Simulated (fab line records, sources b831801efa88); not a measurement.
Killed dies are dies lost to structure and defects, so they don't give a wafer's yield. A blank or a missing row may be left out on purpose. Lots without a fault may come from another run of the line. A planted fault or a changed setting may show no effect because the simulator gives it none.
fab line records | flow gf180mcu
record lots=5 wafers=15 last_day=34
route steps=602 shown V4@477 MIM@503
lots that met no fault: from a run of the same line without faults
start_h: hours from the record's first day to the start of the lot's first wafer shown | wait_h: hours since the lot's step before | " the same as in the row above | L1.1+2: a row that stands for several wafers | - no value, or no start given | * or withheld: withheld | < > ~ a bound
route shown NAME@n: a module of which the file shows steps, and the number in the route of the first | usual: mean/standard deviation of fault-free wafers | same: alike in all rows | chamber/n: place in a boat | sites: the reading at each site | _std_site: their standard deviation | _edge_site: outer sites' mean less inner sites' | radius_mm: how far each site lies from the wafer's centre | mask NAME#n: copy n | behind: the tool/chamber that last shaped the wafer | hold: why the lot was held/for how many hours/how that ended | device: the transistor (n, p or np) that didn't switch | end of line: the same wafers' tests at the end of the route | a step without rows: its recipe alone | killed: dies lost to structure and defects at the first sort, not the wafer's yield | map: a wafer's dies, x killed, . not, _ none there
set.NAME: the setting as run; set.NAME@STEP: as run at that earlier step | model.NAME: the simulator's own value behind a step, which no gauge read
lots at some steps of the route; a table a step, a row a wafer
services: from which hour (start_h, from the record's first day; less than 0 if before it) a tool's chamber was out of use, for how many hours, and why
## steps
# step GF_V4_THK_MEAS_01
# recipe reads=SiO2_of_V4_CVD_00
# usual V4_CVD_00_THK=601/8.3
# columns lot.wafer tool chamber start_h wait_h V4_CVD_00_THK[nm]
L076.2 film_metro-04 - 572.69 0.0 593
L076.5 " - " " 598
L076.6 " - " " 599
L078.1 film_metro-02 - 586.64 0.0 606
L078.2 " - " " 583
L078.6 " - " " 603
L079.1 film_metro-04 - 590.49 0.0 612
L079.2 " - " " 604
L079.3 " - " " 608
L084.4 film_metro-02 - 636.02 0.0 597
L084.5 " - " " 608
L084.6 " - " " 600
L095.1 film_metro-03 - 710.32 0.0 602
L095.2 " - " " 589
L095.5 " - " " 599
# step GF_V4_CVD_02
# recipe material=SiO2 target_thk_nm=850 precursor=TEOS temp_c=400 time_s=94.851 rf_w=600
# usual heater_power_w=668/99
# same time_s=94.851
# columns lot.wafer tool chamber start_h wait_h heater_power_w
L076.2 pecvd-01 2 572.74 0.0 723
L076.5 " 2 " " 736
L076.6 " 0 " " 678
L078.1 pecvd-02 1 586.70 0.1 648
L078.2 " 2 " " 835
L078.6 " 2 " " 679
L079.1 pecvd-04 2 590.55 0.1 643
L079.2 " 1 " " 631
L079.3 " 0 " " 743
L084.4 pecvd-04 2 636.08 0.1 728
L084.5 " 0 " " 809
L084.6 " 1 " " 778
L095.1 pecvd-04 0 710.38 0.1 784
L095.2 " 2 " " 721
L095.5 " 2 " " 567
# step GF_V4_THK_MEAS_03
# recipe reads=SiO2_of_V4_CVD_02
# usual V4_CVD_02_THK=844/13
# columns lot.wafer tool chamber start_h wait_h V4_CVD_02_THK[nm]
L076.2 film_metro-02 - 572.82 0.0 830
L076.5 " - " " 844
L076.6 " - " " 846
L078.1 film_metro-03 - 586.77 0.0 829
L078.2 " - " " 833
L078.6 " - " " 847
L079.1 film_metro-02 - 590.62 0.0 836
L079.2 " - " " 834
L079.3 " - " " 850
L084.4 film_metro-02 - 636.15 0.0 831
L084.5 " - " " 838
L084.6 " - " " 833
L095.1 film_metro-04 - 710.45 0.0 850
L095.2 " - " " 851
L095.5 " - " " 860
# step GF_V4_CMP_04
# recipe material=SiO2 down_force_psi=4 platen_rpm=60 pad_velocity_m_s=0.94248
# usual motor_current_A=11.3/0.86 time_to_endpoint_s=80/6
# columns lot.wafer tool chamber start_h wait_h motor_current_A time_to_endpoint_s
L076.2 cmp-01 1 573.01 0.2 10.2 73
L076.5 " 0 " " 12.1 86
L076.6 " 1 " " 10.1 80
L078.1 cmp-02 0 586.88 0.1 12.9 81
L078.2 " 2 " " 11.8 72
L078.6 " 0 " " 13.6 87
L079.1 cmp-02 3 590.68 0.1 10.2 82
L079.2 " 0 " " 12.9 85
L079.3 " 1 " " 11.9 78
L084.4 cmp-01 1 636.44 0.3 11.0 77
L084.6 " 2 " " 10.9 79
L084.5 " 3 " " 11.1 75
L095.2 cmp-01 3 710.51 0.0 11.6 82
L095.1 " 2 " " 10.7 84
L095.5 " 3 " " 11.4 85
# step GF_V4_BOW_MEAS_05
# recipe mode=bow
# usual V4_BOW=132/8.6
# columns lot.wafer tool chamber start_h wait_h V4_BOW[um]
L076.2 film_metro-04 - 573.28 0.2 140
L076.5 " - " " 139
L076.6 " - " " 139
L078.1 film_metro-02 - 587.13 0.2 123
L078.2 " - " " 117
L078.6 " - " " 114
L079.1 film_metro-04 - 590.98 0.2 133
L079.2 " - " " 149
L079.3 " - " " 122
L084.4 film_metro-03 - 636.65 0.2 140
L084.5 " - " " 136
L084.6 " - " " 128
L095.1 film_metro-02 - 710.81 0.1 139
L095.2 " - " " 144
L095.5 " - " " 137
# step GF_V4_DEHYDRATE_06
# recipe temp_c=200 time_s=60
# same time_s=60
# columns lot.wafer tool chamber start_h wait_h
L076.2+5+6 litho_track-02 0 583.52 10.2
L078.1+2+6 litho_track-01 0 597.50 10.4
L079.1+2+3 litho_track-02 0 601.30 10.3
L084.4+5+6 litho_track-01 0 646.93 10.3
L095.1+2+5 litho_track-01 0 719.45 8.6
# step GF_V4_HMDS_07
# recipe prime_time_s=60 prime_temp_c=120
# columns lot.wafer tool chamber start_h wait_h
L076.2+5+6 litho_track-02 0 583.67 0.1
L078.1+2+6 litho_track-01 0 597.65 0.1
L079.1+2+3 litho_track-02 0 601.45 0.1
L084.4+5+6 litho_track-01 0 647.08 0.1
L095.1+2+5 litho_track-01 0 719.60 0.1
# step GF_V4_COAT_08
# recipe resist=BARC temp_c=withheld time_s=withheld spin_rpm=withheld resist_thk_nm=withheld
# columns lot.wafer tool chamber start_h wait_h
L076.2+5+6 litho_track-02 0 583.82 0.1
L078.1+2+6 litho_track-01 0 597.80 0.1
L079.1+2+3 litho_track-02 0 601.60 0.1
L084.4+5+6 litho_track-01 0 647.23 0.1
L095.1+2+5 litho_track-01 0 719.75 0.1
# step GF_V4_COAT_09
# recipe resist=KrF spin_rpm=withheld resist_thk_nm=1000
# columns lot.wafer tool chamber start_h wait_h
L076.2+5+6 litho_track-02 0 - -
L078.1+2+6 litho_track-01 0 - -
L079.1+2+3 litho_track-02 0 - -
L084.4+5+6 litho_track-01 0 - -
L095.1+2+5 litho_track-01 0 - -
# step GF_V4_SOFTBAKE_10
# recipe temp_c=130 time_s=60 resist=KrF
# same time_s=60
# columns lot.wafer tool chamber start_h wait_h
L076.2+5+6 litho_track-02 0 - -
L078.1+2+6 litho_track-01 0 - -
L079.1+2+3 litho_track-02 0 - -
L084.4+5+6 litho_track-01 0 - -
L095.1+2+5 litho_track-01 0 - -
# step GF_V4_EXPOSE_11
# recipe mask_id=Via4 target_cd_nm=260 na=0.68 source_shape=conventional sigma_outer=0.6 dose_mj=38
# same sigma_outer=0.6
# columns lot.wafer tool chamber start_h wait_h mask
L076.2+5+6 krf_scanner-02 0 - - Via4#0
L078.1+2+6 krf_scanner-01 0 - - Via4#0
L079.1+2+3 krf_scanner-01 0 - - Via4#0
L084.4+5+6 krf_scanner-02 0 - - Via4#0
L095.1+2+5 krf_scanner-01 0 - - Via4#0
# step GF_V4_PEB_12
# recipe peb_temp_c=135 peb_time_s=90 resist=KrF
# columns lot.wafer tool chamber start_h wait_h
L076.2+5+6 litho_track-01 0 - -
L078.1+2+6 litho_track-02 0 - -
L079.1+2+3 litho_track-02 0 - -
L084.4+5+6 litho_track-03 0 - -
L095.1+2+5 litho_track-03 0 - -
# step GF_V4_DEVELOP_13
# recipe develop_time_s=60 resist=KrF dev_temp_c=21
# columns lot.wafer tool chamber start_h wait_h
L076.2+5+6 litho_track-01 0 594.38 0.2
L078.1+2+6 litho_track-02 0 609.30 0.2
L079.1+2+3 litho_track-02 0 612.50 0.2
L084.4+5+6 litho_track-03 0 658.31 0.1
L095.1+2+5 litho_track-03 0 728.98 0.2
# step GF_V4_CD_MEAS_14
# recipe target_cd_nm=260
# usual cd_nm=260.2/1.3
# columns lot.wafer tool chamber start_h wait_h cd_nm
L076.2 cd_sem-01 - 594.52 0.1 259.7
L076.5 " - " " 260.3
L076.6 " - " " 259.6
L078.1 cd_sem-01 - 609.45 0.1 260.6
L078.2 " - " " 260.0
L078.6 " - " " 258.9
L079.1 cd_sem-01 - 612.65 0.1 260.2
L079.2 " - " " 260.8
L079.3 " - " " 259.0
L084.4 cd_sem-01 - 658.53 0.2 261.6
L084.5 " - " " 262.6
L084.6 " - " " 261.7
L095.1 cd_sem-02 - 729.13 0.1 262.4
L095.2 " - " " 261.7
L095.5 " - " " 261.1
# step GF_V4_OVL_MEAS_15
# usual V4_OVL=-2/5
# columns lot.wafer tool chamber start_h wait_h V4_OVL[nm]
L076.2 overlay-01 - 594.63 0.1 -6
L076.5 " - " " -3
L076.6 " - " " -5
L078.1 overlay-01 - 609.57 0.1 1
L078.2 " - " " -3
L078.6 " - " " -3
L079.1 overlay-02 - 612.77 0.1 5
L079.2 " - " " 5
L079.3 " - " " 1
L084.4 overlay-02 - 658.61 0.1 3
L084.5 " - " " 2
L084.6 " - " " -2
L095.1 overlay-02 - 729.25 0.1 -13
L095.2 " - " " -14
L095.5 " - " " -13
# step GF_V4_ETCH_16
# recipe chemistry=N2/H2 target_depth_a=withheld overetch_a=withheld time_s=withheld target=BARC ion_energy_ev=200 source_w=500 bias_w=100 pressure_mtorr=30 n2_flow_sccm=100 h2_flow_sccm=200
# usual bias_w=100.01/0.28 drypump_motor_current_A=5.7/0.42 oes_product_au=0.855/0.0046 throttle_valve_pct=13.225/0.0092
# columns lot.wafer tool chamber start_h wait_h bias_w drypump_motor_current_A oes_product_au throttle_valve_pct
L076.2 rie_diel-03 1 594.66 0.0 99.88 5.6 0.861 13.204
L076.5 " 3 " " 99.91 6.0 0.850 13.224
L076.6 " 0 " " 100.45 6.4 0.860 13.239
L078.1 rie_diel-03 2 609.60 0.0 99.93 5.9 0.854 13.221
L078.2 " 3 " " 99.96 6.0 0.854 13.230
L078.6 " 2 " " 100.07 5.9 0.853 13.234
L079.1 rie_diel-01 1 612.80 0.0 99.91 5.4 0.858 13.215
L079.2 " 0 " " 99.76 5.3 0.856 13.223
L079.3 " 3 " " 99.89 5.2 0.849 13.216
L084.4 rie_diel-01 0 658.65 0.0 100.53 5.2 0.860 13.220
L084.5 " 1 " " 99.84 5.4 0.856 13.230
L084.6 " 2 " " 100.29 6.0 0.853 13.231
L095.1 rie_diel-02 3 729.29 0.0 100.56 4.8 0.859 13.232
L095.2 " 1 " " 100.26 5.6 0.852 13.229
L095.5 " 0 " " 99.85 5.5 0.855 13.219
# step GF_V4_ETCH_17
# recipe chemistry=C4F8/O2/Ar mask_material=KrF target=SiO2 stop_on=TiN source_w=1500 bias_w=1200 pressure_mtorr=40 c4f8_flow_sccm=withheld O2_flow_sccm=6 Ar_flow_sccm=300 time_s=withheld target_depth_a=6300
# usual bias_w=1200/3.5 oes_product_au=0.856/0.0046
# columns lot.wafer tool chamber start_h wait_h bias_w oes_product_au
L076.2 rie_diel-03 1 - - 1200 0.856
L076.5 " 3 " " 1202 0.855
L076.6 " 0 " " 1198 0.854
L078.1 rie_diel-03 2 - - 1202 0.862
L078.2 " 3 " " 1199 0.851
L078.6 " 2 " " 1203 0.860
L079.1 rie_diel-01 1 - - 1201 0.858
L079.2 " 0 " " 1203 0.861
L079.3 " 3 " " 1207 0.857
L084.4 rie_diel-01 0 - - 1197 0.854
L084.5 " 1 " " 1205 0.852
L084.6 " 2 " " 1201 0.853
L095.1 rie_diel-02 3 - - 1203 0.860
L095.2 " 1 " " 1205 0.855
L095.5 " 0 " " 1200 0.843
# step GF_V4_STRIP_18
# recipe chemistry=O2/N2 power_w=1400 pressure_mtorr=1500 platen_temp_c=250 o2_flow_sccm=3000 n2_flow_sccm=300 overash_fraction=0.5
# usual drypump_motor_current_A=6.1/0.43 heater_power_w=342/59 oes_product_au=0.592/0.0053 platen_temp_c=249.98/0.16
# columns lot.wafer tool chamber start_h wait_h drypump_motor_current_A heater_power_w oes_product_au platen_temp_c rf_hours_counter_h
L076.2 plasma_asher-02 0 594.79 - 6.4 397 0.592 249.99 52
L076.5 " 0 " " 6.4 390 0.594 250.17 -
L076.6 " 1 " " 6.3 327 0.596 250.44 -
L078.1 plasma_asher-03 0 609.73 - 6.2 395 0.591 249.94 20
L078.2 " 1 " " 6.2 228 0.595 250.07 20
L078.6 " 1 " " 6.2 228 0.597 249.91 -
L079.1 plasma_asher-02 0 612.93 - 6.3 402 0.586 250.02 54
L079.2 " 1 " " 6.3 325 0.583 249.89 54
L079.3 " 1 " " 6.3 327 0.594 250.20 -
L084.4 plasma_asher-02 0 658.79 - 6.3 400 0.600 250.36 -
L084.5 " 0 " " 6.3 397 0.578 249.83 -
L084.6 " 1 " " 6.3 330 0.586 249.77 -
L095.1 plasma_asher-04 1 729.42 - 5.6 337 0.596 249.98 110
L095.2 " 0 " " 5.1 360 0.588 249.85 110
L095.5 " 0 " " 5.1 359 0.591 250.10 -
# step GF_V4_STRIP_19
# recipe chemistry=post_etch_residue_remover time_s=1200 temp_c=72.5
# same time_s=1200
# columns lot.wafer tool chamber start_h wait_h
L076.2+5+6 wet_bench-04 2 594.89 0.1
L078.1+2+6 wet_bench-03 3 609.83 0.1
L079.1+2+3 wet_bench-03 0 613.03 0.1
L084.4+5+6 wet_bench-04 0 658.86 0.0
L095.1+2+5 wet_bench-02 1 729.52 0.1
# step GF_V4_CLEAN_20
# recipe chemistry=DIW dry=n2_spin
# columns lot.wafer tool chamber start_h wait_h
L076.2+5+6 wet_bench-02 2 595.23 0.0
L078.1+2+6 wet_bench-02 0 610.20 0.0
L079.1+2+3 wet_bench-04 3 613.40 0.0
L084.4+5+6 wet_bench-04 2 659.25 0.1
L095.1+2+5 wet_bench-03 3 729.86 0.0
# step GF_V4_SPUTTER_21
# recipe material=Ti target_thk_nm=15 chamber_pressure_pa=5 power_w=2500 substrate_temp_c=200 time_s=80.02
# usual throttle_valve_pct=29.8/1.1
# same time_s=80.02
# columns lot.wafer tool chamber start_h wait_h throttle_valve_pct
L076.2 pvd_sputter-03 - 595.32 0.0 31.2
L076.5 " - " " 30.7
L076.6 " - " " 28.8
L078.1 pvd_sputter-03 - 610.30 0.0 30.8
L078.2 " - " " 30.6
L078.6 " - " " 30.9
L079.1 pvd_sputter-03 - 613.50 0.0 28.7
L079.2 " - " " 31.0
L079.3 " - " " 30.4
L084.4 pvd_sputter-03 - 659.34 0.0 28.9
L084.5 " - " " 30.9
L084.6 " - " " 28.7
L095.1 pvd_sputter-04 - 729.95 0.0 28.8
L095.2 " - " " 28.0
L095.5 " - " " 30.0
# step GF_V4_SPUTTER_22
# recipe material=TiN target_thk_nm=10 chamber_pressure_pa=5 power_w=4000 time_s=40
# usual throttle_valve_pct=29.8/1.1
# same time_s=40
# columns lot.wafer tool chamber start_h wait_h throttle_valve_pct
L076.2 pvd_sputter-03 - 595.38 0.0 31.2
L076.5 " - " " 30.4
L076.6 " - " " 29.1
L078.1 pvd_sputter-03 - 610.36 0.0 31.2
L078.2 " - " " 30.2
L078.6 " - " " 31.1
L079.1 pvd_sputter-03 - 613.57 0.0 29.0
L079.2 " - " " 31.2
L079.3 " - " " 30.4
L084.4 pvd_sputter-03 - 659.40 0.0 28.9
L084.5 " - " " 30.6
L084.6 " - " " 28.8
L095.1 pvd_sputter-04 - 730.01 0.0 28.4
L095.2 " - " " 27.9
L095.5 " - " " 30.1
# step GF_V4_CVD_23
# recipe material=W target_thk_nm=350 time_s=104.9 temp_c=400 pressure_torr=40
# usual heater_power_w=893/36
# same time_s=104.9
# columns lot.wafer tool chamber start_h wait_h heater_power_w
L076.2 cvd_w-01 1 595.42 0.0 939
L076.5 " 1 " " 945
L076.6 " 0 " " 879
L078.1 cvd_w-02 0 610.41 0.0 904
L078.2 " 1 " " 850
L078.6 " 1 " " 850
L079.1 cvd_w-01 0 613.60 0.0 871
L079.2 " 1 " " 939
L079.3 " 1 " " 943
L084.4 cvd_w-01 0 659.48 0.1 875
L084.5 " 1 " " 963
L084.6 " 0 " " 877
L095.1 cvd_w-01 1 730.05 0.0 981
L095.2 " 0 " " 879
L095.5 " 1 " " 988
# step GF_V4_RS_MEAS_24
# recipe thk_meas_gauge=four-point-probe reads=W_of_V4_CVD_23+TiN_of_V4_SPUTTER_22+Ti_of_V4_SPUTTER_21
# usual V4_W_RS=0.330/0.0036
# columns lot.wafer tool chamber start_h wait_h V4_W_RS[ohm/sq]
L076.2 film_metro-02 - 595.55 0.1 0.329
L076.5 " - " " 0.331
L076.6 " - " " 0.330
L078.1 film_metro-03 - 610.52 0.1 0.338
L078.2 " - " " 0.337
L078.6 " - " " 0.333
L079.1 film_metro-02 - 613.72 0.1 0.324
L079.2 " - " " 0.325
L079.3 " - " " 0.329
L084.4 film_metro-02 - 659.61 0.1 0.327
L084.5 " - " " 0.332
L084.6 " - " " 0.329
L095.1 film_metro-03 - 730.16 0.1 0.337
L095.2 " - " " 0.326
L095.5 " - " " 0.330
# step GF_V4_THK_MEAS_25
# recipe thk_meas_gauge=xrf reads=W_of_V4_CVD_23
# usual V4_W_THK=350/4.4
# columns lot.wafer tool chamber start_h wait_h V4_W_THK[nm]
L076.2 film_metro-02 - 595.66 0.1 348
L076.5 " - " " 342
L076.6 " - " " 344
L078.1 film_metro-03 - 610.64 0.1 344
L078.2 " - " " 346
L078.6 " - " " 351
L079.1 film_metro-02 - 613.84 0.1 355
L079.2 " - " " 353
L079.3 " - " " 349
L084.4 film_metro-02 - 659.70 0.1 350
L084.5 " - " " 343
L084.6 " - " " 345
L095.1 film_metro-03 - 730.28 0.1 345
L095.2 " - " " 356
L095.5 " - " " 351
# step GF_V4_CMP_26
# recipe stop_on=SiO2 down_force_psi=3.5 platen_rpm=60 t_overpolish_s=15 target_thk_nm=0 pad_velocity_m_s=0.94248
# usual motor_current_A=10.4/0.83 overpolish_run_s=15.001/0.0089 time_to_endpoint_s=86/4.5
# columns lot.wafer tool chamber start_h wait_h motor_current_A overpolish_run_s time_to_endpoint_s
L076.2 cmp-02 0 595.76 0.1 12.7 15.011 94
L076.5 " 3 " " 9.7 15.001 94
L076.6 " 0 " " 11.8 15.016 91
L078.2 cmp-02 3 610.75 0.1 9.1 15.001 88
L078.1 " 1 " " 10.7 15.002 79
L078.6 " 2 " " 10.3 14.997 80
L079.3 cmp-02 0 613.90 0.0 11.3 15.003 83
L079.2 " 2 " " 10.2 15.001 78
L079.1 " 3 " " 9.1 15.021 86
L084.4 cmp-01 3 659.88 0.2 10.8 15.005 83
L084.5 " 0 " " 10.2 14.993 90
L084.6 " 1 " " 10.2 14.999 86
L095.2 cmp-02 3 730.34 0.0 9.1 14.994 91
L095.1 " 1 " " 10.3 14.989 85
L095.5 " 0 " " 11.8 15.012 92
# step GF_MIM_SPUTTER_00
# recipe material=Ti target_thk_nm=37.5 arriving_ion_energy_ev=80 substrate_temp_c=200 chamber_pressure_pa=2 power_w=4000 time_s=150
# usual throttle_valve_pct=30.4/1.1
# same time_s=150
# columns lot.wafer tool chamber start_h wait_h throttle_valve_pct
L076.2 pvd_sputter-01 - 596.01 0.2 30.7
L076.5 " - " " 31.9
L076.6 " - " " 29.5
L078.1 pvd_sputter-01 - 611.00 0.1 30.7
L078.2 " - " " 32.0
L078.6 " - " " 30.0
L079.1 pvd_sputter-01 - 614.20 0.1 30.5
L079.2 " - " " 30.0
L079.3 " - " " 30.7
L084.4 pvd_sputter-04 - 660.03 0.1 28.4
L084.5 " - " " 29.9
L084.6 " - " " 28.7
L095.1 pvd_sputter-01 - 730.64 0.1 29.9
L095.2 " - " " 30.5
L095.5 " - " " 30.2
# step GF_MIM_SPUTTER_01
# recipe material=TiN target_thk_nm=30 power_w=6500 time_s=25 chamber_pressure_pa=0.4
# usual throttle_valve_pct=30.3/1.1
# same time_s=25
# columns lot.wafer tool chamber start_h wait_h throttle_valve_pct
L076.2 pvd_sputter-01 - 596.11 0.1 30.8
L076.5 " - " " 32.1
L076.6 " - " " 29.8
L078.1 pvd_sputter-01 - 611.10 0.1 30.8
L078.2 " - " " 31.7
L078.6 " - " " 29.6
L079.1 pvd_sputter-01 - 614.30 0.1 30.6
L079.2 " - " " 29.8
L079.3 " - " " 30.5
L084.4 pvd_sputter-04 - 660.13 0.1 28.3
L084.5 " - " " 30.1
L084.6 " - " " 28.7
L095.1 pvd_sputter-01 - 730.74 0.1 29.9
L095.2 " - " " 30.5
L095.5 " - " " 30.1
# step GF_MIM_SPUTTER_02
# recipe material=AlCu target_thk_nm=450 power_w=10600 time_s=23.9 chamber_pressure_pa=0.4
# usual throttle_valve_pct=30.4/1.1
# same time_s=23.9
# columns lot.wafer tool chamber start_h wait_h throttle_valve_pct
L076.2 pvd_sputter-01 - 596.14 0.0 30.9
L076.5 " - " " 32.0
L076.6 " - " " 29.6
L078.1 pvd_sputter-01 - 611.13 0.0 30.8
L078.2 " - " " 32.1
L078.6 " - " " 29.9
L079.1 pvd_sputter-01 - 614.33 0.0 30.8
L079.2 " - " " 29.8
L079.3 " - " " 30.5
L084.4 pvd_sputter-04 - 660.16 0.0 28.6
L084.5 " - " " 30.1
L084.6 " - " " 28.6
L095.1 pvd_sputter-01 - 730.77 0.0 29.7
L095.2 " - " " 29.9
L095.5 " - " " 30.4
# step GF_MIM_SPUTTER_03
# recipe material=Ti target_thk_nm=10 substrate_temp_c=300 chamber_pressure_pa=0.3 power_w=3000 time_s=6.7
# usual throttle_valve_pct=30.3/1.1
# same time_s=6.7
# columns lot.wafer tool chamber start_h wait_h throttle_valve_pct
L076.2 pvd_sputter-01 - 596.17 0.0 30.6
L076.5 " - " " 32.1
L076.6 " - " " 29.8
L078.1 pvd_sputter-01 - 611.16 0.0 30.5
L078.2 " - " " 32.1
L078.6 " - " " 29.9
L079.1 pvd_sputter-01 - 614.36 0.0 30.7
L079.2 " - " " 29.6
L079.3 " - " " 30.3
L084.4 pvd_sputter-04 - 660.19 0.0 28.3
L084.5 " - " " 30.1
L084.6 " - " " 28.5
L095.1 pvd_sputter-01 - 730.80 0.0 29.3
L095.2 " - " " 30.6
L095.5 " - " " 30.2
# step GF_MIM_SPUTTER_04
# recipe material=TiN target_thk_nm=50 power_w=6500 time_s=41.7 chamber_pressure_pa=0.4
# usual throttle_valve_pct=30.3/1.1
# same time_s=41.7
# columns lot.wafer tool chamber start_h wait_h throttle_valve_pct
L076.2 pvd_sputter-01 - 596.19 0.0 31.0
L076.5 " - " " 31.8
L076.6 " - " " 29.9
L078.1 pvd_sputter-01 - 611.18 0.0 30.5
L078.2 " - " " 31.9
L078.6 " - " " 29.4
L079.1 pvd_sputter-01 - 614.38 0.0 30.7
L079.2 " - " " 29.8
L079.3 " - " " 30.2
L084.4 pvd_sputter-04 - 660.21 0.0 28.6
L084.5 " - " " 30.0
L084.6 " - " " 28.3
L095.1 pvd_sputter-01 - 730.82 0.0 29.5
L095.2 " - " " 30.5
L095.5 " - " " 30.2
# step GF_MIM_CVD_05
# recipe material=Si3N4 target_thk_nm=42 temp_max_c=400 temp_c=385 time_s=29.086 rf_w=450
# usual heater_power_w=624/110
# same time_s=29.086
# columns lot.wafer tool chamber start_h wait_h heater_power_w
L076.2 pecvd-02 0 596.23 0.0 531
L076.5 " 0 " " 545
L076.6 " 1 " " 554
L078.1 pecvd-03 0 611.22 0.0 676
L078.2 " 1 " " 485
L078.6 " 1 " " 489
L079.1 pecvd-01 2 614.42 0.0 716
L079.2 " 0 " " 765
L079.3 " 1 " " 513
L084.4 pecvd-02 2 660.27 0.0 812
L084.5 " 0 " " 572
L084.6 " 1 " " 550
L095.1 pecvd-02 0 730.86 0.0 562
L095.2 " 2 " " 796
L095.5 " 1 " " 580
# step GF_MIM_THK_MEAS_06
# recipe reads=Si3N4_of_MIM_CVD_05
# usual MIM_CVD_05_THK=41.5/0.56
# columns lot.wafer tool chamber start_h wait_h MIM_CVD_05_THK[nm]
L076.2 film_metro-02 - 596.28 0.0 40.4
L076.5 " - " " 42.0
L076.6 " - " " 41.8
L078.1 film_metro-02 - 611.25 0.0 41.2
L078.2 " - " " 40.8
L078.6 " - " " 42.1
L079.1 film_metro-01 - 614.45 0.0 41.9
L079.2 " - " " 41.2
L079.3 " - " " 40.8
L084.4 film_metro-02 - 660.32 0.0 41.2
L084.5 " - " " 41.5
L084.6 " - " " 41.8
L095.1 film_metro-03 - 730.90 0.0 41.9
L095.2 " - " " 41.1
L095.5 " - " " 42.0
# step GF_MIM_SPUTTER_07
# recipe material=TiN target_thk_nm=60 power_w=6500 time_s=50 chamber_pressure_pa=0.4
# usual throttle_valve_pct=30.0/1.2
# same time_s=50
# columns lot.wafer tool chamber start_h wait_h throttle_valve_pct
L076.2 pvd_sputter-04 - 596.33 0.0 28.0
L076.5 " - " " 30.0
L076.6 " - " " 28.2
L078.1 pvd_sputter-02 - 611.31 0.1 29.1
L078.2 " - " " 31.1
L078.6 " - " " 31.8
L079.1 pvd_sputter-02 - 614.51 0.1 31.3
L079.2 " - " " 29.2
L079.3 " - " " 31.7
L084.4 pvd_sputter-01 - 660.37 0.0 30.4
L084.5 " - " " 32.0
L084.6 " - " " 30.3
L095.1 pvd_sputter-04 - 730.96 0.1 29.9
L095.2 " - " " 27.9
L095.5 " - " " 30.0
# step GF_MIM_SPUTTER_08
# recipe material=AlCu target_thk_nm=200 power_w=10600 time_s=10.6 chamber_pressure_pa=0.4
# usual throttle_valve_pct=30.0/1.2
# same time_s=10.6
# columns lot.wafer tool chamber start_h wait_h throttle_valve_pct
L076.2 pvd_sputter-04 - 596.37 0.0 27.9
L076.5 " - " " 29.7
L076.6 " - " " 28.2
L078.1 pvd_sputter-02 - 611.36 0.0 29.1
L078.2 " - " " 31.3
L078.6 " - " " 31.5
L079.1 pvd_sputter-02 - 614.55 0.0 31.1
L079.2 " - " " 29.3
L079.3 " - " " 31.8
L084.4 pvd_sputter-01 - 660.41 0.0 30.9
L084.5 " - " " 31.9
L084.6 " - " " 30.6
L095.1 pvd_sputter-04 - 731.00 0.0 30.0
L095.2 " - " " 28.2
L095.5 " - " " 30.2
# step GF_MIM_SPUTTER_09
# recipe material=TiN target_thk_nm=35 power_w=6500 time_s=29.2 chamber_pressure_pa=0.4
# usual throttle_valve_pct=30.0/1.2
# same time_s=29.2
# columns lot.wafer tool chamber start_h wait_h throttle_valve_pct
L076.2 pvd_sputter-04 - 596.39 0.0 27.9
L076.5 " - " " 30.0
L076.6 " - " " 28.1
L078.1 pvd_sputter-02 - 611.38 0.0 29.4
L078.2 " - " " 31.2
L078.6 " - " " 31.8
L079.1 pvd_sputter-02 - 614.58 0.0 31.3
L079.2 " - " " 29.3
L079.3 " - " " 31.7
L084.4 pvd_sputter-01 - 660.44 0.0 30.8
L084.5 " - " " 32.1
L084.6 " - " " 30.3
L095.1 pvd_sputter-04 - 731.02 0.0 29.7
L095.2 " - " " 28.1
L095.5 " - " " 30.3
# step GF_MIM_RS_MEAS_10
# recipe thk_meas_gauge=four-point-probe reads=TiN_of_MIM_SPUTTER_09+AlCu_of_MIM_SPUTTER_08+TiN_of_MIM_SPUTTER_07
# usual MIM_ALCU_RS=0.1602/0.002
# columns lot.wafer tool chamber start_h wait_h MIM_ALCU_RS[ohm/sq]
L076.2 film_metro-01 - 596.45 0.0 0.1606
L076.5 " - " " 0.1612
L076.6 " - " " 0.1618
L078.1 film_metro-03 - 611.41 0.0 0.1591
L078.2 " - " " 0.1613
L078.6 " - " " 0.1615
L079.1 film_metro-02 - 614.61 0.0 0.1572
L079.2 " - " " 0.1546
L079.3 " - " " 0.1578
L084.4 film_metro-01 - 660.52 0.1 0.1607
L084.5 " - " " 0.1591
L084.6 " - " " 0.1616
L095.1 film_metro-01 - 731.06 0.0 0.1628
L095.2 " - " " 0.1634
L095.5 " - " " 0.1609
# step GF_MIM_THK_MEAS_11
# recipe thk_meas_gauge=xrf reads=AlCu_of_MIM_SPUTTER_08
# usual MIM_ALCU_THK=201.8/2.6
# columns lot.wafer tool chamber start_h wait_h MIM_ALCU_THK[nm]
L076.2 film_metro-01 - 596.56 0.1 201.2
L076.5 " - " " 200.7
L076.6 " - " " 200.0
L078.1 film_metro-03 - 611.53 0.1 202.6
L078.2 " - " " 200.1
L078.6 " - " " 199.9
L079.1 film_metro-02 - 614.73 0.1 206.6
L079.2 " - " " 209.1
L079.3 " - " " 205.0
L084.4 film_metro-01 - 660.61 0.1 200.4
L084.5 " - " " 200.7
L084.6 " - " " 199.0
L095.1 film_metro-01 - 731.18 0.1 198.8
L095.2 " - " " 196.6
L095.5 " - " " 200.9
# step GF_MIM_DEHYDRATE_12
# recipe temp_c=200 time_s=60
# same time_s=60
# columns lot.wafer tool chamber start_h wait_h
L076.2+5+6 litho_track-03 0 606.91 10.3
L078.1+2+6 litho_track-04 0 621.69 10.1
L079.1+2+3 litho_track-04 0 624.44 9.7
L084.4+5+6 litho_track-01 0 670.13 9.5
L095.1+2+5 litho_track-04 0 739.49 8.3
## services
# columns tool chamber start_h hours kind
cvd_w-01 1 550.72 18.3 repair
cmp-01 - 551.70 6.0 pm
rie_diel-03 - 559.60 0.3 repair
rie_diel-01 - 564.14 2.4 repair
cmp-02 - 572.00 4.0 pm
pvd_sputter-02 - 573.06 2.3 repair
rie_diel-01 3 577.18 2.0 repair
cmp-02 - 581.91 1.5 repair
pvd_sputter-01 - 584.33 3.7 repair
cmp-02 - 594.59 0.9 repair
pvd_sputter-04 - 599.09 25.5 repair
pecvd-02 0 630.66 13.1 repair
cmp-02 - 632.75 9.7 pm
rie_diel-03 3 632.94 8.8 repair
rie_diel-01 1 634.40 7.9 repair
cvd_w-01 - 635.05 6.9 pm
cvd_w-01 - 647.36 2.8 pm
cmp-02 - 651.59 0.7 repair
pvd_sputter-02 - 675.93 4.2 repair
pvd_sputter-04 - 692.20 1.6 repair
cmp-02 - 709.71 1.2 repair
cmp-02 - 715.00 1.4 repair
pvd_sputter-04 - 736.86 6.9 repair
pvd_sputter-03 - 737.09 12.3 repair
## key
fault none
